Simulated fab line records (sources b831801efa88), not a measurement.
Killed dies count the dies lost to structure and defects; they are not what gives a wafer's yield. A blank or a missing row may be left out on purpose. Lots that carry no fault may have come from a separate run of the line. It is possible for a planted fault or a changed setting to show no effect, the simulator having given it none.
Tool commonality check ; flow gf180mcu ; 12 lots and 36 wafers in the sample

REASON IT WAS OPENED
Of 12 lots, 2 have the reading V5_CVD_02_THK flagged at GF_V5_THK_MEAS_03. Wafers without a fault read 1448 nm, standard deviation 17.
Rule: a lot gets a flag if all its wafers with a number sit over 4 standard deviations from that mean, or if no wafer of it has a number. All remaining lots are regarded as sound.

lot;measured;on;V5_CVD_02_THK (nm), wafer by wafer;flag
L630;day 26 05:38;film-metro-01;1429 1470 1436;
L635;day 28 00:23;film-metro-02;1448 1435 1461;
L638;day 28 21:06;film-metro-03;1914 1909 1933;FLAGGED
L639;day 29 04:37;film-metro-02;1900 1889 1933;FLAGGED
L640;day 29 10:10;film-metro-03;1424 1428 1462;
L644;day 30 16:19;film-metro-01;1455 1468 1486;
L645;day 31 04:29;film-metro-01;1443 1419 1450;
L646;day 31 12:06;film-metro-03;1431 1457 1454;
L647;day 31 18:51;film-metro-03;1431 1427 1457;
L650;day 32 03:50;film-metro-03;1436 1464 1461;
L652;day 32 19:01;film-metro-02;1457 1458 1475;
L653;day 32 21:30;film-metro-02;1405 1467 1429;
The mean of the flagged lots' numbers is 1913 nm, +465 nm from the usual (+27 standard deviations).

TOOL THAT RAN EACH LOT
Before the reading, the record contains 3 process steps out of a 602-step route. In each cell: the tool, then ch and the chambers that the sampled wafers went through, then the start.
lot;flag;GF_V4_ETCH_16;GF_V4_STRIP_18;GF_V5_CVD_02
L630;;rie-diel-01 ch 0,2,3, day 24 07:43;plasma-asher-04 ch 0,1, day 24 07:53;pecvd-01 ch 0,2, day 26 05:31
L635;;rie-diel-04 ch 0,2,3, day 26 04:47;plasma-asher-01 ch 0,1, day 26 04:55;pecvd-04 ch 0,1,2, day 28 00:16
L638;FLAGGED;rie-diel-02 ch 2,3, day 27 02:49;plasma-asher-01 ch 0,1, day 27 03:01;pecvd-04 ch 1,2, day 28 20:59
L639;FLAGGED;rie-diel-02 ch 0,2,3, day 27 09:58;plasma-asher-03 ch 0,1, day 27 10:06;pecvd-04 ch 0,1,2, day 29 04:29
L640;;rie-diel-02 ch 0,2,3, day 27 16:46;plasma-asher-04 ch 0,1, day 27 16:54;pecvd-03 ch 0,1,2, day 29 10:03
L644;;rie-diel-01 ch 0,1,3, day 29 00:39;plasma-asher-03 ch 0,1, day 29 00:49;pecvd-03 ch 0,2, day 30 16:11
L645;;rie-diel-02 ch 1,3, day 29 12:58;plasma-asher-03 ch 0,1, day 29 13:06;pecvd-03 ch 0,1, day 31 04:20
L646;;rie-diel-02 ch 1,3, day 29 20:41;plasma-asher-04 ch 1, day 29 20:49;pecvd-04 ch 0,1,2, day 31 11:59
L647;;rie-diel-04 ch 1,2,3, day 30 05:04;plasma-asher-01 ch 0,1, day 30 05:12;pecvd-04 ch 0,2, day 31 18:44
L650;;rie-diel-04 ch 0,1,2, day 30 15:10;plasma-asher-01 ch 0,1, day 30 15:18;pecvd-04 ch 0,1,2, day 32 03:43
L652;;rie-diel-04 ch 0,2, day 31 06:42;plasma-asher-04 ch 0,1, day 31 06:50;pecvd-04 ch 0,1,2, day 32 18:53
L653;;rie-diel-02 ch 0,2,3, day 31 08:46;plasma-asher-01 ch 0,1, day 31 08:54;pecvd-03 ch 0,1, day 32 21:23
What is done by these steps:
- GF_V4_ETCH_16: etches BARC in N2/H2.
- GF_V4_STRIP_18: strips in O2/N2.
- GF_V5_CVD_02: deposits SiO2 from TEOS, target thk 1450 nm, time 163.28 s.
- GF_V5_THK_MEAS_03

FLAGGED AGAINST TOTAL, ONE TOOL AT A TIME (gauges that did the reading follow at the end)
step;tool;lots run;flagged;share of the flagged lots;sound lots run after its first flagged lot
GF_V4_ETCH_16;rie-diel-01;2;0;none;-
GF_V4_ETCH_16;rie-diel-02;6;2;all;4 (L640,L645,L646,L653)
GF_V4_ETCH_16;rie-diel-04;4;0;none;-
GF_V4_STRIP_18;plasma-asher-01;5;1;some;3 (L647,L650,L653)
GF_V4_STRIP_18;plasma-asher-03;3;1;some;2 (L644,L645)
GF_V4_STRIP_18;plasma-asher-04;4;0;none;-
GF_V5_CVD_02;pecvd-01;1;0;none;-
GF_V5_CVD_02;pecvd-03;4;0;none;-
GF_V5_CVD_02;pecvd-04;7;2;all;4 (L646,L647,L650,L652)
GF_V5_THK_MEAS_03;film-metro-01;3;0;none;-
GF_V5_THK_MEAS_03;film-metro-02;4;1;some;2 (L652,L653)
GF_V5_THK_MEAS_03;film-metro-03;5;1;some;4 (L640,L646,L647,L650)

THE TABLE: WHAT IT ALLOWS
2 rows of the table ran every flagged lot: rie-diel-02 at GF_V4_ETCH_16, pecvd-04 at GF_V5_CVD_02.
- rie-diel-02 at GF_V4_ETCH_16: 2 of its 6 lots flagged. After the first flagged lot (L640, L645, L646, L653), sound lots still ran on it; a lasting fault on the whole tool would not permit that.
- pecvd-04 at GF_V5_CVD_02: 2 of its 7 lots flagged. After the first flagged lot (L646, L647, L650, L652), sound lots still ran on it; a lasting fault on the whole tool would not permit that.
There is no row in the table that ran each flagged lot and no sound lot after the first.

WHAT THE SIMULATOR HAD PUT IN
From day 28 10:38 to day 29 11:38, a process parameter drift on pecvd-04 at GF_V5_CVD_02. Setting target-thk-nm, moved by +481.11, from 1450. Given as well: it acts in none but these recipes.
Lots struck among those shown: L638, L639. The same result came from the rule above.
